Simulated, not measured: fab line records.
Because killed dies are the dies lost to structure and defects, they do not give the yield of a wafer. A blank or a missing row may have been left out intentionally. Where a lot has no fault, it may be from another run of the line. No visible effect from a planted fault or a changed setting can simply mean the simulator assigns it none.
A lot that was struck, set against a sound lot -- flow sfqLine -- 15 out of 325 route steps
Sound: wafers L818.1, L818.4, L818.5. Wafers struck: L813.2, L813.4, L813.5. The cause is given at the end.
Each step with rows lists, per side, the tool, then ch with its chambers, then its first start. Under that, the readings that differ: sound wafers -- struck wafers -- difference of the means -- sigmas: that difference in standard deviations of wafers without a fault.
alike: words and numbers the same on both sides, and readings whose means are apart by under 2 such deviations; not compared: readings that were withheld, readings missing a value for some wafer, numbers with overlapping values and no deviation given by the record, and bounds like >300 which may hide the same value.
A row with sigmas, a row that says differs or no value, or rows on one side alone: a step with any of these is where the two part. Non-overlapping numbers with no deviation appear without sigmas and do not part them. A reading missing from all wafers of one side parts the sides only when that side holds two or more wafers.

first, 1 step without rows for these wafers: SFQ_TRILAYER_M7_STRIP_SOLV_CLEAN_182 (cleans in NMP, time 600 s).
SFQ_TRILAYER_I7_DEP_PECVD_183: deposits SiO2 from SiH4/N2O, time 111.11 s, target thk 500 nm.
  sound on pecvd-04 ch 0,1,2, day 68 16:47; struck on pecvd-04 ch 0,2, day 67 22:56
  alike: heaterPowerW, throttleValvePct
SFQ_TRILAYER_I7_CMP_CMP_184: polishes SiO2.
  sound on cmp-02 ch 0,1,3, day 68 23:55; struck on cmp-02 ch 1,2,3, day 68 00:01
  alike: motorCurrentA, timeToEndpointS
SFQ_I7_BOW_MEAS_946:
  sound: filmMetro-03 at day 69 01:55; struck: filmMetro-04 at day 68 02:02
reading,sound,struck,difference,sigmas
I7_BOW (um),-3 -4 -11,18 25 16,+26,+2
SFQ_TRILAYER_I7_METRO_MEASURE_185:
  sound: filmMetro-03 at day 69 02:02; struck: filmMetro-04 at day 68 02:20
  alike: thkNm
then, 6 steps without rows for these wafers: SFQ_TRILAYER_I7_VIA_LITHO_COAT_192 (resist thk 62 nm); SFQ_TRILAYER_I7_VIA_LITHO_COAT_187 (resist thk 650 nm); SFQ_TRILAYER_I7_VIA_LITHO_SOFTBAKE_191; SFQ_TRILAYER_I7_VIA_LITHO_EXPOSE_188 (exposes mask I7, target cd 1000 nm); SFQ_TRILAYER_I7_VIA_LITHO_PEB_190 (peb time 60 s); SFQ_TRILAYER_I7_VIA_LITHO_DEVELOP_189 (time 60 s).
SFQ_I7_OVL_MEAS_947:
  sound: overlay-02 at day 72 02:02; struck: overlay-02 at day 68 11:17
  alike: I7_OVL
SFQ_TRILAYER_I7_VIA_BARC_OPEN_VIA_ETCH_260: etches BARC in O2, target depth 125 nm, time 41.7 s.
  sound on rieDiel-04 ch 0,3, day 72 02:05; struck on rieDiel-03 ch 0,2, day 68 11:19
reading,sound,struck,difference,sigmas
rfFwdPowerW (W),498.0 496.2 498.7,415.1 413.3 414.4,-83.4,-46
model.KrF_of_TRILAYER_I7_VIA_LITHO_COAT_187.thkNm (nm),574.1 576.5 573.6,579.5 578.1 578.6,+4.0,
  alike: drypumpMotorCurrentA, oesProductAu
  not compared: rfHoursCounterH
SFQ_TRILAYER_I7_VIA_ETCH_VIA_ETCH_190: etches SiO2 in CHF3, stops on Nb, target depth 260 nm.
  sound on rieDiel-04 ch 0,3, day 72 02:07; struck on rieDiel-03 ch 0,2, day 68 11:21
reading,sound,struck,difference,sigmas
rfFwdPowerW (W),502.1 498.2 501.3,497.3 497.9 495.8,-3.5,-3
model.KrF_of_TRILAYER_I7_VIA_LITHO_COAT_187.thkNm (nm),529.5 532 529.2,534.4 533 533.5,+3.4,
  alike: drypumpMotorCurrentA, oesProductAu
SFQ_TRILAYER_I7_VIA_STRIP_STRIP_191: strips in O2.
  sound on rieMetal-03 ch 1, day 72 02:14; struck on rieMetal-03 ch 0,1, day 68 11:28
  alike: drypumpMotorCurrentA, heBacksideLeakSccm, oesProductAu, platenTempC
  not compared: rfHoursCounterH

## WHERE THEY PART
At SFQ_I7_BOW_MEAS_946 first; at SFQ_TRILAYER_I7_VIA_ETCH_VIA_ETCH_190 last (within this record only). Later steps at which nothing parts them and some readings are alike: SFQ_TRILAYER_I7_VIA_STRIP_STRIP_191.

WHY: whatever the simulator had introduced
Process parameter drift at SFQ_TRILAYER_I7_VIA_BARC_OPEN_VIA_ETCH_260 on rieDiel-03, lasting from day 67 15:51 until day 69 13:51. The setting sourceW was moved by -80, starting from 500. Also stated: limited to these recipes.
